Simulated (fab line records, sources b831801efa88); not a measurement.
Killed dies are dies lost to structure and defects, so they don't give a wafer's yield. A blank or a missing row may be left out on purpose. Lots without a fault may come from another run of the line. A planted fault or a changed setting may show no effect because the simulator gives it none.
fab line records | flow gf180mcu
record lots=6 wafers=18 last_day=34
route steps=602 shown MVSD@76 MVPSD@78 VT_IMPLANT@90
lots that met no fault: from a run of the same line without faults
start_h: hours from the record's first day to the start of the lot's first wafer shown | wait_h: hours since the lot's step before | " the same as in the row above | L1.1+2: a row that stands for several wafers | - no value, or no start given | * or withheld: withheld | < > ~ a bound
route shown NAME@n: a module of which the file shows steps, and the number in the route of the first | usual: mean/standard deviation of fault-free wafers | same: alike in all rows | chamber/n: place in a boat | sites: the reading at each site | _std_site: their standard deviation | _edge_site: outer sites' mean less inner sites' | radius_mm: how far each site lies from the wafer's centre | mask NAME#n: copy n | behind: the tool/chamber that last shaped the wafer | hold: why the lot was held/for how many hours/how that ended | device: the transistor (n, p or np) that didn't switch | end of line: the same wafers' tests at the end of the route | a step without rows: its recipe alone | killed: dies lost to structure and defects at the first sort, not the wafer's yield | map: a wafer's dies, x killed, . not, _ none there
set.NAME: the setting as run; set.NAME@STEP: as run at that earlier step | model.NAME: the simulator's own value behind a step, which no gauge read
lots at some steps of the route; a table a step, a row a wafer
services: from which hour (start_h, from the record's first day; less than 0 if before it) a tool's chamber was out of use, for how many hours, and why
## steps
# step GF_MVSD_STRIP_10
# recipe chemistry=O2/N2 power_w=1400 pressure_mtorr=1500 platen_temp_c=250 o2_flow_sccm=3000 n2_flow_sccm=300 overash_fraction=0.5
# usual chamber_pressure_mTorr=1499.7/1.3 drypump_motor_current_A=5.9/0.46 heater_power_w=316/46 oes_product_au=0.722/0.0047 platen_temp_c=249.99/0.17 strip_time_to_endpoint_s=36.93/0.1
# columns lot.wafer tool chamber start_h wait_h chamber_pressure_mTorr drypump_motor_current_A heater_power_w oes_product_au platen_temp_c rf_hours_counter_h strip_time_to_endpoint_s
L621.2 plasma_asher-03 0 119.35 0.1 1499.6 6.0 431 0.724 250.02 47 37.04
L621.3 " 1 " " 1502.3 5.4 263 0.721 249.91 - 36.98
L621.4 " 0 " " 1501.7 6.0 419 0.727 249.95 - 37.04
L625.1 plasma_asher-01 1 142.95 0.1 1501.2 6.6 310 0.719 250.33 3 36.83
L625.4 " 1 " " 1499.6 6.6 311 0.713 250.21 - 36.87
L625.6 " 0 " " 1499.3 5.8 300 0.727 249.87 - 36.80
L627.2 plasma_asher-04 1 154.75 0.1 1500.7 5.3 280 0.717 249.60 48 36.96
L627.4 " 0 " " 1501.2 5.5 327 0.714 249.98 - 36.85
L627.5 " 1 " " 1498.7 5.3 284 0.725 249.87 - 36.88
L628.1 plasma_asher-01 0 158.80 0.1 1500.4 5.8 303 0.725 249.82 5 36.96
L628.3 " 0 " " 1497.5 5.8 306 0.723 249.95 - 37.02
L628.4 " 1 " " 1498.6 6.6 309 0.715 249.87 - 36.98
L634.2 plasma_asher-04 0 193.30 0.1 1498.7 5.5 331 0.722 249.97 53 36.95
L634.4 " 0 " " 1499.8 5.5 320 0.724 250.07 - 37.02
L634.6 " 1 " " 1501.6 5.2 278 0.721 249.88 - 36.99
L637.1 plasma_asher-01 1 209.10 0.1 1496.0 6.5 299 0.718 250.18 10 36.89
L637.3 " 1 " " 1501.7 6.5 305 0.710 250.24 - 36.89
L637.6 " 1 " " 1500.0 6.5 313 0.726 249.84 - 36.92
# step GF_MVSD_TW_MEAS_11
# usual MVSD_TW=1574/15
# columns lot.wafer tool chamber start_h wait_h MVSD_TW
L621.2 film_metro-02 - 119.46 0.1 1595
L621.3 " - " " 1598
L621.4 " - " " 1603
L625.1 film_metro-02 - 143.05 0.1 1595
L625.4 " - " " 1598
L625.6 " - " " 1598
L627.2 film_metro-03 - 154.86 0.1 1576
L627.4 " - " " 1569
L627.5 " - " " 1575
L628.1 film_metro-03 - 158.90 0.1 1558
L628.3 " - " " 1572
L628.4 " - " " 1565
L634.2 film_metro-01 - 193.41 0.1 1579
L634.4 " - " " 1570
L634.6 " - " " 1570
L637.1 film_metro-03 - 209.21 0.1 1560
L637.3 " - " " 1563
L637.6 " - " " 1567
# step GF_MVPSD_DEHYDRATE_00
# recipe temp_c=200 time_s=60
# step GF_MVPSD_HMDS_01
# recipe prime_time_s=60 prime_temp_c=120
# step GF_MVPSD_COAT_02
# recipe spin_rpm=2000 resist_thk_nm=3000
# step GF_MVPSD_SOFTBAKE_03
# recipe temp_c=110 time_s=withheld
# step GF_MVPSD_EXPOSE_04
# recipe mask_id=MVPSD target_cd_nm=1000 na=0.6 source_shape=conventional sigma_outer=0.6 dose_mj=260
# step GF_MVPSD_PEB_05
# recipe temp_c=115 time_s=withheld
# step GF_MVPSD_DEVELOP_06
# recipe wall_angle_deg=90 develop_time_s=60 dev_temp_c=23
# step GF_MVPSD_OVL_MEAS_07
# usual MVPSD_OVL=-0.2/1.5
# columns lot.wafer tool chamber start_h wait_h MVPSD_OVL[nm]
L621.2 overlay-01 - 133.97 - -0.7
L621.3 " - " " -0.8
L621.4 " - " " -0.8
L625.1 overlay-01 - 158.16 - -2.9
L625.4 " - " " -3.8
L625.6 " - " " -0.7
L627.2 overlay-01 - 170.26 - -1.3
L627.4 " - " " -0.6
L627.5 " - " " -1.4
L628.1 overlay-01 - 173.51 - -0.5
L628.3 " - " " -0.5
L628.4 " - " " -0.4
L634.2 overlay-02 - 210.38 - 0.7
L634.4 " - " " 1.4
L634.6 " - " " 1.8
L637.1 overlay-01 - 227.36 - 0.0
L637.3 " - " " -0.3
L637.6 " - " " 0.5
# step GF_MVPSD_IMPLANT_08
# recipe species=B energy_kev=170 dose_cm2=1.5e+13 tilt_deg=0
# step GF_MVPSD_IMPLANT_09
# recipe species=B energy_kev=40 dose_cm2=5e+12 tilt_deg=0
# step GF_MVPSD_STRIP_10
# recipe chemistry=O2/N2 power_w=1400 pressure_mtorr=1500 platen_temp_c=250 o2_flow_sccm=3000 n2_flow_sccm=300 overash_fraction=0.5
# usual chamber_pressure_mTorr=1500.0/1.4 drypump_motor_current_A=5.9/0.36 heater_power_w=341/55 oes_product_au=0.723/0.0045 platen_temp_c=249.98/0.18 strip_time_to_endpoint_s=37.00/0.11
# columns lot.wafer tool chamber start_h wait_h chamber_pressure_mTorr drypump_motor_current_A heater_power_w oes_product_au platen_temp_c rf_hours_counter_h strip_time_to_endpoint_s model.coat_of_MVPSD_COAT_02.thk_nm
L621.2 plasma_asher-02 0 134.30 0.1 1500.7 6.3 357 0.726 250.03 35 36.99 0
L621.3 " 0 " " 1497.2 6.3 371 0.720 250.03 - 36.76 0
L621.4 " 1 " " 1501.3 5.7 350 0.726 250.21 - 36.88 0
L625.1 plasma_asher-03 0 158.49 0.1 1499.4 6.0 422 0.722 249.87 50 37.09 0
L625.4 " 0 " " 1498.1 6.0 419 0.729 250.01 - 37.07 0
L625.6 " 1 " " 1502.1 5.4 265 0.719 250.12 - 37.02 0
L627.2 plasma_asher-01 1 170.59 0.1 - - - - - - - 3010
L627.4 " 0 " " - - - - - - - 3010
L627.5 " 0 " " - - - - - - - 3017
L628.1 plasma_asher-03 0 173.84 0.1 - - - - - - - 3023
L628.3 " 1 " " - - - - - - - 3018
L628.4 " 0 " " - - - - - - - 3020
L634.2 plasma_asher-01 1 210.71 0.1 1502.2 6.6 312 0.719 250.12 10 37.00 0
L634.4 " 1 " " 1498.7 6.5 308 0.726 249.99 - 36.97 0
L634.6 " 1 " " 1501.4 6.6 313 0.721 250.01 - 37.05 0
L637.1 plasma_asher-02 1 227.70 0.1 1502.0 5.7 353 0.726 249.69 45 36.94 0
L637.3 " 1 " " 1499.3 5.7 345 0.724 249.58 - 36.94 0
L637.6 " 0 " " 1500.0 6.2 352 0.711 250.02 - 36.88 0
# step GF_MVPSD_TW_MEAS_11
# usual MVPSD_TW=553/6.1
# columns lot.wafer tool chamber start_h wait_h MVPSD_TW
L621.2 film_metro-03 - 134.41 0.1 547
L621.3 " - " " 548
L621.4 " - " " 546
L625.1 film_metro-03 - 158.59 0.1 550
L625.4 " - " " 549
L625.6 " - " " 550
L627.2 film_metro-02 - 170.70 0.1 566
L627.4 " - " " 566
L627.5 " - " " 565
L628.1 film_metro-03 - 173.94 0.1 545
L628.3 " - " " 545
L628.4 " - " " 545
L634.2 film_metro-01 - 210.82 0.1 554
L634.4 " - " " 548
L634.6 " - " " 549
L637.1 film_metro-01 - 227.80 0.1 553
L637.3 " - " " 552
L637.6 " - " " 550
# step GF_VT_IMPLANT_DEHYDRATE_00
# recipe temp_c=200 time_s=60
# step GF_VT_IMPLANT_HMDS_01
# recipe prime_time_s=60 prime_temp_c=120
# step GF_VT_IMPLANT_COAT_02
# recipe resist=NOVOLAK spin_rpm=3000 resist_thk_nm=1000
# step GF_VT_IMPLANT_SOFTBAKE_03
# recipe temp_c=90 time_s=60 resist=NOVOLAK
# step GF_VT_IMPLANT_EXPOSE_04
# recipe mask_id=LVPWELL_LV_AREA target_cd_nm=600 na=0.6 source_shape=conventional sigma_outer=0.6 dose_mj=140
# step GF_VT_IMPLANT_PEB_05
# recipe temp_c=withheld time_s=* resist=NOVOLAK
# step GF_VT_IMPLANT_DEVELOP_06
# recipe develop_time_s=60 dev_temp_c=23
# step GF_VT_IMPLANT_OVL_MEAS_07
# usual VT_IMPLANT_OVL=-0.3/1.7
# columns lot.wafer tool chamber start_h wait_h VT_IMPLANT_OVL[nm]
L621.2 overlay-01 - 149.87 0.1 -0.2
L621.3 " - " " -1.2
L621.4 " - " " -2.3
L625.1 overlay-02 - 173.53 0.1 -1.6
L625.4 " - " " -1.3
L625.6 " - " " -0.6
L627.2 overlay-02 - 186.52 0.1 3.2
L627.4 " - " " 0.8
L627.5 " - " " 3.4
L628.1 overlay-02 - 190.01 0.1 -1.3
L628.3 " - " " 0.6
L628.4 " - " " -0.7
L634.2 overlay-01 - 228.12 0.1 -1.5
L634.4 " - " " 0.0
L634.6 " - " " 0.6
L637.1 overlay-02 - 245.98 0.1 -1.1
L637.3 " - " " -1.4
L637.6 " - " " -0.7
# step GF_VT_IMPLANT_IMPLANT_08
# recipe species=BF2 energy_kev=19.56 dose_cm2=8.29e+12 tilt_deg=7
# step GF_VT_IMPLANT_STRIP_09
# recipe chemistry=O2/N2 power_w=1400 pressure_mtorr=1500 platen_temp_c=250 o2_flow_sccm=3000 n2_flow_sccm=300 overash_fraction=0.5
# usual chamber_pressure_mTorr=1500.0/1.5 drypump_motor_current_A=5.7/0.36 heater_power_w=331/47 oes_product_au=0.716/0.0042 platen_temp_c=250.00/0.17 strip_time_to_endpoint_s=12.61/0.044
# columns lot.wafer tool chamber start_h wait_h chamber_pressure_mTorr drypump_motor_current_A heater_power_w oes_product_au platen_temp_c rf_hours_counter_h strip_time_to_endpoint_s
L621.2 plasma_asher-03 0 150.05 0.1 1497.3 6.0 416 0.717 249.98 49 12.60
L621.3 " 0 " " 1502.3 6.0 430 0.716 249.98 - 12.60
L621.4 " 1 " " 1503.9 5.4 258 0.713 250.10 - 12.62
L625.1 plasma_asher-02 1 173.71 0.1 1499.2 5.7 351 0.717 250.07 40 12.53
L625.4 " 1 " " 1501.4 5.7 350 0.720 250.04 - 12.55
L625.6 " 0 " " 1501.0 6.3 360 0.715 249.72 - 12.56
L627.2 plasma_asher-02 0 186.70 0.1 1500.5 6.3 357 0.728 249.87 41 57.28
L627.4 " 1 " " 1498.1 5.7 345 0.728 249.83 - 57.27
L627.5 " 0 " " 1501.7 6.2 356 0.728 250.14 - 57.39
L628.1 plasma_asher-02 0 190.20 0.1 1500.5 6.3 354 0.731 249.98 41 57.54
L628.3 " 0 " " 1501.3 6.2 356 0.728 249.83 - 57.48
L628.4 " 1 " " 1502.1 5.7 352 0.731 250.13 - 57.53
L634.2 plasma_asher-04 0 228.30 0.1 1499.4 5.5 325 0.719 250.03 56 12.67
L634.4 " 0 " " 1500.0 5.5 338 0.727 249.77 - 12.63
L634.6 " 1 " " 1497.4 5.3 281 0.708 250.26 - 12.60
L637.1 plasma_asher-02 0 246.16 0.1 1498.4 6.3 364 0.715 249.83 48 12.67
L637.3 " 1 " " 1500.1 5.7 346 0.709 249.87 - 12.67
L637.6 " 1 " " 1499.2 5.7 341 0.712 249.82 - 12.64
# step GF_VT_IMPLANT_TW_MEAS_10
# usual VT_IMPLANT_TW=556/3.2
# columns lot.wafer tool chamber start_h wait_h VT_IMPLANT_TW
L621.2 film_metro-03 - 150.16 0.1 557
L621.3 " - " " 558
L621.4 " - " " 556
L625.1 film_metro-04 - 173.81 0.1 563
L625.4 " - " " 562
L625.6 " - " " 560
L627.2 film_metro-04 - 186.81 0.1 30
L627.4 " - " " 30
L627.5 " - " " 30
L628.1 film_metro-04 - 190.30 0.1 30
L628.3 " - " " 30
L628.4 " - " " 30
L634.2 film_metro-03 - 228.41 0.1 553
L634.4 " - " " 552
L634.6 " - " " 552
L637.1 film_metro-03 - 246.26 0.1 556
L637.3 " - " " 556
L637.6 " - " " 557
# step GF_VT_IMPLANT_DEHYDRATE_11
# recipe temp_c=200 time_s=60
## services
# columns tool chamber start_h hours kind
plasma_asher-01 - 108.75 9.0 pm
plasma_asher-01 0 108.75 9.0 vent_cycle
plasma_asher-01 1 108.75 9.0 vent_cycle
plasma_asher-01 0 117.75 - clean
plasma_asher-01 1 117.75 - clean
plasma_asher-03 - 129.57 19.5 repair
plasma_asher-03 - 179.27 2.8 pm
plasma_asher-03 - 227.66 3.4 repair
plasma_asher-03 - 245.86 2.6 repair
## key
first_sign step=GF_MVPSD_STRIP_10 reading=tool_record direction=missing
effect step=GF_VT_IMPLANT_STRIP_09 reading=strip_time_to_endpoint_s direction=up sigmas=99+ usual=* struck=*
effect step=GF_VT_IMPLANT_TW_MEAS_10 reading=VT_IMPLANT_TW direction=down sigmas=99+ usual=556 struck=30
model_effect step=GF_MVPSD_STRIP_10 value=coat_of_MVPSD_COAT_02.thk_nm without=0 struck=3016
met_at GF_MVPSD_STRIP_10
struck_wafers L627.2,L627.4,L627.5,L628.1,L628.3,L628.4
sort_left_out L627.2,L627.4,L627.5,L628.1,L628.3,L628.4
tester_left_out L627,L628
onset_between 158.49 170.59
fault kind=skipped_step_whole tool=plasma_asher-01,plasma_asher-03 chamber=- onset_h=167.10 steps=GF_MVPSD_STRIP_10 scope=struck_lots_only
# tester_left_out: of these lots the tester's yield and bins aren't shown, on N5 and GAA mostly nor the transistor test; their killed dies are dies lost to structure and defects alone, not to doping, threshold or leakage, so they don't give the yield
# sort_left_out: the simulated sort isn't trusted on such a fault, so these wafers' sort isn't shown, and their yield isn't known
